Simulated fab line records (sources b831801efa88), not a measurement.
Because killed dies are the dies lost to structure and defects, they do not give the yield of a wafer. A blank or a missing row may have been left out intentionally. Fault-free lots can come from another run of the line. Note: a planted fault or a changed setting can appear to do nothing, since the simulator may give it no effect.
fab line records + flow gf180mcu
record
- lots=5
- wafers=15
- last_day=33
route steps=602 shown M2@372 V2@382
lots with no fault: from the same line, run without faults
start_h: the number of hours between the record's first day and the start of the first shown wafer of the lot + wait_h: hours since the lot's step before + " same as the row above + L1.1+2: a single row standing in for several wafers + - no value, or no start was given + * or withheld: withheld + < > ~ a bound
route shown NAME@n: NAME is a module with steps in the file, n the number in the route of the first one + usual: mean and standard deviation over wafers with no fault + same: alike in all rows + chamber/n: place in a boat + sites: per-site readings + _std_site: the values' standard deviation + _edge_site: mean of outer sites minus mean of inner sites + radius_mm: how far each site lies from the wafer's centre + mask NAME#n: copy n + behind: the most recent tool/chamber to have shaped the wafer + hold: reason for holding the lot/hours on hold/outcome of the hold + device: the n, p or np transistor that did not switch + end of line: the route-end tests of the same wafers + where a step has no rows: the recipe by itself + killed: dies lost to structure and defects at the first sort, not the wafer's yield + map: a wafer's dies, marking killed ones x, the rest . and places with no die _
set.NAME: the setting that was run; set.NAME@STEP: the one run at that earlier step + model.NAME: the simulator's own value behind a step, which no gauge read
lots at some steps of the route; a table a step, a row a wafer
services: a tool's chamber out of use, with start hour (start_h, from the record's first day; less than 0 if before it), hours out, and reason
## steps
# step GF_M2_SOFTBAKE_10
# recipe
- temp_c=130
- time_s=60
- resist=KrF
# step GF_M2_EXPOSE_11
# recipe
- mask_id=Metal2
- target_cd_nm=280
- na=0.68
- source_shape=conventional
- sigma_outer=0.6
- dose_mj=28
# step GF_M2_PEB_12
# recipe
- peb_temp_c=135
- peb_time_s=90
- resist=KrF
# step GF_M2_DEVELOP_13
# recipe
- develop_time_s=60
- dev_temp_c=21
# step GF_M2_CD_MEAS_14
# recipe
- target_cd_nm=280
# usual
- cd_nm=280.0/1.2
| lot.wafer | tool      | chamber | start_h | wait_h | cd_nm |
|-----------|-----------|---------|---------|--------|-------|
| L550.2    | cd_sem-02 | -       | 444.60  | 0.1    | 277.1 |
| L550.3    | "         | -       | "       | "      | 278.0 |
| L550.5    | "         | -       | "       | "      | 278.2 |
| L555.1    | cd_sem-02 | -       | 485.27  | 0.1    | 279.9 |
| L555.3    | "         | -       | "       | "      | 280.7 |
| L555.4    | "         | -       | "       | "      | 281.2 |
| L562.2    | cd_sem-02 | -       | 544.43  | 0.1    | 278.7 |
| L562.3    | "         | -       | "       | "      | 278.3 |
| L562.4    | "         | -       | "       | "      | 278.5 |
| L563.2    | cd_sem-02 | -       | 560.87  | 0.1    | 278.5 |
| L563.4    | "         | -       | "       | "      | 278.1 |
| L563.6    | "         | -       | "       | "      | 278.0 |
| L568.2    | cd_sem-01 | -       | 607.67  | 0.1    | 280.6 |
| L568.3    | "         | -       | "       | "      | 280.4 |
| L568.4    | "         | -       | "       | "      | 281.4 |
# step GF_M2_OVL_MEAS_15
# usual
- M2_OVL=3/4.8
| lot.wafer | tool       | chamber | start_h | wait_h | M2_OVL[nm] |
|-----------|------------|---------|---------|--------|------------|
| L550.2    | overlay-01 | -       | 444.71  | 0.1    | 6          |
| L550.3    | "          | -       | "       | "      | 3          |
| L550.5    | "          | -       | "       | "      | 6          |
| L555.1    | overlay-01 | -       | 485.39  | 0.1    | 2          |
| L555.3    | "          | -       | "       | "      | 0          |
| L555.4    | "          | -       | "       | "      | -1         |
| L562.2    | overlay-01 | -       | 544.54  | 0.1    | 0          |
| L562.3    | "          | -       | "       | "      | -1         |
| L562.4    | "          | -       | "       | "      | 1          |
| L563.2    | overlay-01 | -       | 560.99  | 0.1    | 6          |
| L563.4    | "          | -       | "       | "      | 6          |
| L563.6    | "          | -       | "       | "      | 2          |
| L568.2    | overlay-01 | -       | 607.78  | 0.1    | 5          |
| L568.3    | "          | -       | "       | "      | 8          |
| L568.4    | "          | -       | "       | "      | 8          |
# step GF_M2_METAL_ETCH_16
# recipe
- chemistry=Cl2/BCl3
- mask_material=KrF
- target_depth_nm=750.8
- stop_on=SiO2
- pressure_mtorr=8
- icp_w=800
- bias_w=140
- Cl2_flow_sccm=80
- bcl3_flow_sccm=40
- time_s=125.1
# usual
- drypump_motor_current_A=5.31/0.29
- oes_product_au=0.989/0.0054
- throttle_valve_pct=28.231/0.01
| lot.wafer | tool         | chamber | start_h | wait_h | drypump_motor_current_A | oes_product_au | rf_hours_counter_h | throttle_valve_pct |
|-----------|--------------|---------|---------|--------|-------------------------|----------------|--------------------|--------------------|
| L550.2    | rie_metal-04 | 1       | 444.78  | 0.1    | 5.23                    | 0.988          | -                  | 28.261             |
| L550.3    | "            | 1       | "       | "      | 5.22                    | 0.976          | -                  | 28.239             |
| L550.5    | "            | 1       | "       | "      | 5.21                    | 0.985          | -                  | 28.228             |
| L555.1    | rie_metal-02 | 0       | 485.42  | 0.0    | 5.63                    | 0.994          | 4.6                | 28.243             |
| L555.3    | "            | 0       | "       | "      | 5.60                    | 0.982          | -                  | 28.232             |
| L555.4    | "            | 1       | "       | "      | 4.92                    | 0.993          | -                  | 28.205             |
| L562.2    | rie_metal-02 | 1       | 544.57  | 0.0    | 4.91                    | 0.985          | 2.3                | 28.217             |
| L562.3    | "            | 0       | "       | "      | 5.61                    | 0.994          | -                  | 28.228             |
| L562.4    | "            | 1       | "       | "      | 4.92                    | 1.000          | -                  | 28.236             |
| L563.2    | rie_metal-04 | 0       | 561.02  | 0.0    | 5.42                    | 0.988          | 2.9                | 28.225             |
| L563.4    | "            | 1       | "       | "      | 5.23                    | 0.988          | -                  | 28.249             |
| L563.6    | "            | 0       | "       | "      | 5.41                    | 0.990          | -                  | 28.248             |
| L568.2    | rie_metal-02 | 1       | 607.81  | 0.0    | 4.92                    | 0.985          | 4.2                | 28.223             |
| L568.3    | "            | 1       | "       | "      | 4.92                    | 0.986          | -                  | 28.225             |
| L568.4    | "            | 0       | "       | "      | 5.62                    | 0.981          | -                  | 28.221             |
# step GF_M2_STRIP_17
# recipe
- chemistry=O2/N2
- power_w=1400
- pressure_mtorr=1500
- platen_temp_c=250
- o2_flow_sccm=3000
- n2_flow_sccm=300
- overash_fraction=0.5
# usual
- drypump_motor_current_A=5.77/0.15
- heater_power_w=341/33
- oes_product_au=0.540/0.005
- strip_time_to_endpoint_s=7.45/0.039
| lot.wafer | tool            | chamber | start_h | wait_h | drypump_motor_current_A | heater_power_w | oes_product_au | rf_hours_counter_h | strip_time_to_endpoint_s |
|-----------|-----------------|---------|---------|--------|-------------------------|----------------|----------------|--------------------|--------------------------|
| L550.2    | plasma_asher-04 | 0       | 445.00  | 0.2    | 5.88                    | 331            | 0.546          | 35                 | 7.51                     |
| L550.3    | "               | 1       | "       | "      | 6.03                    | 358            | 0.544          | -                  | 7.54                     |
| L550.5    | "               | 0       | "       | "      | 5.89                    | 321            | 0.551          | -                  | 7.53                     |
| L555.1    | plasma_asher-03 | 1       | 485.55  | 0.1    | 5.92                    | 395            | 0.546          | 71                 | 7.46                     |
| L555.3    | "               | 1       | "       | "      | 5.91                    | 383            | 0.548          | -                  | 7.49                     |
| L555.4    | "               | 0       | "       | "      | 5.69                    | 374            | 0.548          | -                  | 7.46                     |
| L562.2    | plasma_asher-04 | 0       | 544.70  | 0.1    | 5.88                    | 325            | 0.541          | 45                 | 7.40                     |
| L562.3    | "               | 1       | "       | "      | 6.08                    | 344            | 0.542          | -                  | 7.39                     |
| L562.4    | "               | 0       | "       | "      | 5.90                    | 330            | 0.535          | -                  | 7.40                     |
| L563.2    | plasma_asher-01 | 0       | 561.15  | 0.1    | 5.64                    | 300            | 0.543          | 92                 | 7.43                     |
| L563.4    | "               | 1       | "       | "      | 5.71                    | 360            | 0.545          | -                  | 7.49                     |
| L563.6    | "               | 1       | "       | "      | 5.70                    | 354            | 0.533          | -                  | 7.41                     |
| L568.2    | plasma_asher-04 | 0       | 607.94  | 0.1    | 5.90                    | 320            | 0.542          | 51                 | 7.44                     |
| L568.3    | "               | 1       | "       | "      | 6.06                    | 346            | 0.542          | -                  | 7.46                     |
| L568.4    | "               | 0       | "       | "      | 5.88                    | 329            | 0.530          | -                  | 7.41                     |
# step GF_M2_STRIP_18
# recipe
- chemistry=post_etch_residue_remover
- time_s=1200
- temp_c=72.5
# step GF_M2_CLEAN_19
# recipe
- chemistry=DIW
- dry=n2_spin
# step GF_V2_CVD_00
# recipe
- material=SiO2
- target_thk_nm=600
- sigma_open_frac=0.3
- temp_c=400
- time_s=100
- sih4_flow_sccm=60
- pressure_mtorr=6
# step GF_V2_THK_MEAS_01
# recipe
- reads=SiO2_of_V2_CVD_00
# usual
- V2_CVD_00_THK=601/7.3
| lot.wafer | tool          | chamber | start_h | wait_h | V2_CVD_00_THK[nm] |
|-----------|---------------|---------|---------|--------|-------------------|
| L550.2    | film_metro-01 | -       | 445.65  | 0.0    | 601               |
| L550.3    | "             | -       | "       | "      | 611               |
| L550.5    | "             | -       | "       | "      | 609               |
| L555.1    | film_metro-03 | -       | 486.19  | 0.0    | 604               |
| L555.3    | "             | -       | "       | "      | 597               |
| L555.4    | "             | -       | "       | "      | 589               |
| L562.2    | film_metro-02 | -       | 545.38  | 0.0    | 601               |
| L562.3    | "             | -       | "       | "      | 597               |
| L562.4    | "             | -       | "       | "      | 609               |
| L563.2    | film_metro-01 | -       | 561.77  | 0.0    | 616               |
| L563.4    | "             | -       | "       | "      | 606               |
| L563.6    | "             | -       | "       | "      | 609               |
| L568.2    | film_metro-02 | -       | 608.56  | 0.0    | 591               |
| L568.3    | "             | -       | "       | "      | 583               |
| L568.4    | "             | -       | "       | "      | 592               |
# step GF_V2_CVD_02
# recipe
- material=SiO2
- target_thk_nm=850
- precursor=TEOS
- temp_c=400
- time_s=94.851
- rf_w=600
# usual
- heater_power_outer_w=343/59
- heater_power_w=612/86
- rf_fwd_power_W=596.5/2
- susceptor_temp_C=400.03/0.2
| lot.wafer | tool     | chamber | start_h | wait_h | heater_power_outer_w | heater_power_w | rf_fwd_power_W | susceptor_temp_C | model.SiO2_of_V2_CVD_02.thk_nm |
|-----------|----------|---------|---------|--------|----------------------|----------------|----------------|------------------|--------------------------------|
| L550.2    | pecvd-01 | 1       | 445.70  | 0.0    | 325                  | 568            | 600.9          | 400.02           | 847                            |
| L550.3    | "        | 2       | "       | "      | 299                  | 592            | 595.7          | 400.22           | 845.6                          |
| L550.5    | "        | 2       | "       | "      | 324                  | 602            | 599.8          | 400.15           | 866                            |
| L555.1    | pecvd-01 | 0       | 486.25  | 0.1    | 433                  | 750            | 595.3          | 399.98           | 834.6                          |
| L555.3    | "        | 1       | "       | "      | 233                  | 449            | 694.2          | 400.57           | 876.9                          |
| L555.4    | "        | 1       | "       | "      | 264                  | 486            | 690.7          | 400.34           | 895.3                          |
| L562.2    | pecvd-04 | 1       | 545.43  | 0.0    | 403                  | 718            | 595.7          | 400.12           | 833.2                          |
| L562.3    | "        | 0       | "       | "      | 322                  | 523            | 595.5          | 400.00           | 830.6                          |
| L562.4    | "        | 1       | "       | "      | 424                  | 764            | 594.4          | 400.21           | 844.5                          |
| L563.2    | pecvd-04 | 2       | 561.82  | 0.0    | 280                  | 533            | 594.9          | 400.01           | 850.2                          |
| L563.4    | "        | 2       | "       | "      | 312                  | 597            | 597.0          | 400.01           | 862.1                          |
| L563.6    | "        | 1       | "       | "      | 394                  | 685            | 597.6          | 399.76           | 853.8                          |
| L568.2    | pecvd-01 | 0       | 608.61  | 0.0    | 452                  | 767            | 594.9          | 399.89           | 847                            |
| L568.3    | "        | 1       | "       | "      | 299                  | 547            | 597.1          | 400.05           | 849.7                          |
| L568.4    | "        | 2       | "       | "      | 239                  | 503            | 596.1          | 400.00           | 842.9                          |
# step GF_V2_THK_MEAS_03
# recipe
- reads=SiO2_of_V2_CVD_02
# usual
- V2_CVD_02_THK=851/9.6
| lot.wafer | tool          | chamber | start_h | wait_h | V2_CVD_02_THK[nm] |
|-----------|---------------|---------|---------|--------|-------------------|
| L550.2    | film_metro-03 | -       | 445.78  | 0.0    | 848               |
| L550.3    | "             | -       | "       | "      | 845               |
| L550.5    | "             | -       | "       | "      | 866               |
| L555.1    | film_metro-01 | -       | 486.32  | 0.0    | 834               |
| L555.3    | "             | -       | "       | "      | 876               |
| L555.4    | "             | -       | "       | "      | 895               |
| L562.2    | film_metro-01 | -       | 545.51  | 0.0    | 833               |
| L562.3    | "             | -       | "       | "      | 831               |
| L562.4    | "             | -       | "       | "      | 845               |
| L563.2    | film_metro-02 | -       | 561.90  | 0.0    | 851               |
| L563.4    | "             | -       | "       | "      | 862               |
| L563.6    | "             | -       | "       | "      | 854               |
| L568.2    | film_metro-03 | -       | 608.68  | 0.0    | 846               |
| L568.3    | "             | -       | "       | "      | 850               |
| L568.4    | "             | -       | "       | "      | 842               |
# step GF_V2_CMP_04
# recipe
- material=SiO2
- down_force_psi=4
- platen_rpm=60
- pad_velocity_m_s=0.94248
# usual
- motor_current_A=11.9/1.5
- time_to_endpoint_s=81/5.4
| lot.wafer | tool   | chamber | start_h | wait_h | motor_current_A | time_to_endpoint_s |
|-----------|--------|---------|---------|--------|-----------------|--------------------|
| L550.2    | cmp-01 | 2       | 445.88  | 0.1    | 11.4            | 75                 |
| L550.3    | "      | 0       | "       | "      | 12.2            | 79                 |
| L550.5    | "      | 1       | "       | "      | 9.6             | 85                 |
| L555.1    | cmp-01 | 1       | 486.38  | 0.1    | 10.3            | 78                 |
| L555.4    | "      | 3       | "       | "      | 12.5            | 97                 |
| L555.3    | "      | 0       | "       | "      | 12.5            | 96                 |
| L562.4    | cmp-02 | 0       | 545.56  | 0.0    | 14.2            | 76                 |
| L562.3    | "      | 1       | "       | "      | 10.2            | 72                 |
| L562.2    | "      | 2       | "       | "      | 15.0            | 68                 |
| L563.2    | cmp-02 | 3       | 561.95  | 0.0    | 13.2            | 87                 |
| L563.4    | "      | 2       | "       | "      | 14.6            | 84                 |
| L563.6    | "      | 0       | "       | "      | 13.5            | 85                 |
| L568.4    | cmp-01 | 1       | 608.86  | 0.1    | 10.5            | 75                 |
| L568.3    | "      | 3       | "       | "      | 12.1            | 79                 |
| L568.2    | "      | 0       | "       | "      | 12.7            | 82                 |
# step GF_V2_BOW_MEAS_05
# recipe
- mode=bow
# usual
- V2_BOW=98/8.7
| lot.wafer | tool          | chamber | start_h | wait_h | V2_BOW[um] |
|-----------|---------------|---------|---------|--------|------------|
| L550.2    | film_metro-01 | -       | 446.15  | 0.2    | 103        |
| L550.3    | "             | -       | "       | "      | 97         |
| L550.5    | "             | -       | "       | "      | 103        |
| L555.1    | film_metro-01 | -       | 486.68  | 0.2    | 106        |
| L555.3    | "             | -       | "       | "      | 97         |
| L555.4    | "             | -       | "       | "      | 110        |
| L562.2    | film_metro-03 | -       | 545.88  | 0.2    | 95         |
| L562.3    | "             | -       | "       | "      | 91         |
| L562.4    | "             | -       | "       | "      | 105        |
| L563.2    | film_metro-01 | -       | 562.27  | 0.3    | 91         |
| L563.4    | "             | -       | "       | "      | 99         |
| L563.6    | "             | -       | "       | "      | 90         |
| L568.2    | film_metro-02 | -       | 609.18  | 0.1    | 103        |
| L568.3    | "             | -       | "       | "      | 101        |
| L568.4    | "             | -       | "       | "      | 89         |
## services
| tool            | chamber | start_h | hours | kind           |
|-----------------|---------|---------|-------|----------------|
| rie_metal-02    | 1       | 430.23  | -     | clean          |
| rie_metal-02    | 1       | 430.23  | 16.2  | scheduled_down |
| rie_metal-02    | 1       | 430.23  | 16.2  | vent_cycle     |
| cmp-01          | -       | 446.62  | 0.2   | repair         |
| pecvd-04        | 1       | 453.06  | 6.5   | repair         |
| plasma_asher-01 | -       | 457.29  | 3.4   | repair         |
| plasma_asher-04 | -       | 458.41  | 4.4   | repair         |
| cmp-01          | -       | 467.73  | 1.1   | repair         |
| pecvd-04        | -       | 478.18  | 0.5   | repair         |
| pecvd-01        | -       | 489.63  | 14.6  | pm             |
| plasma_asher-01 | -       | 493.03  | 1.7   | repair         |
| cmp-01          | -       | 503.22  | 1.5   | repair         |
| plasma_asher-03 | -       | 522.22  | 0.7   | repair         |
| cmp-02          | -       | 525.08  | 1.7   | repair         |
| pecvd-04        | 2       | 538.19  | 5.3   | repair         |
| cmp-01          | -       | 572.00  | 4.0   | pm             |
| pecvd-01        | -       | 574.14  | 0.8   | pm             |
| cmp-02          | -       | 577.81  | 0.6   | repair         |
| cmp-02          | -       | 579.36  | 2.0   | repair         |
| plasma_asher-03 | -       | 587.47  | 3.4   | repair         |
| pecvd-01        | -       | 589.03  | 1.4   | repair         |
| rie_metal-04    | 0       | 590.49  | 9.3   | repair         |
| cmp-02          | -       | 605.14  | 10.5  | pm             |
| plasma_asher-03 | -       | 606.88  | 17.8  | repair         |
## key
first_sign
- step=GF_V2_CVD_02
- reading=rf_fwd_power_W
- direction=up
- sigmas=49
- usual=596.5
- struck=692.5
effect
- step=GF_V2_THK_MEAS_03
- reading=V2_CVD_02_THK
- direction=up
- sigmas=3.6
- usual=851
- struck=885
effect
- step=GF_V2_CMP_04
- reading=time_to_endpoint_s
- direction=up
- sigmas=2.9
- usual=*
- struck=*
model_effect
- step=GF_V2_CVD_02
- value=SiO2_of_V2_CVD_02.thk_nm
- without=847.4
- struck=886.1
met_at GF_V2_CVD_02
struck_wafers L555.3,L555.4
onset_between 445.70 486.25
fault
- kind=process_parameter_drift
- tool=pecvd-01
- chamber=1
- onset_h=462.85
- steps=GF_V2_CVD_02
- channel=rf_w
- offset=96
- shape=step
- end_h=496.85
- acts_in=these_recipes_only
- stated=600
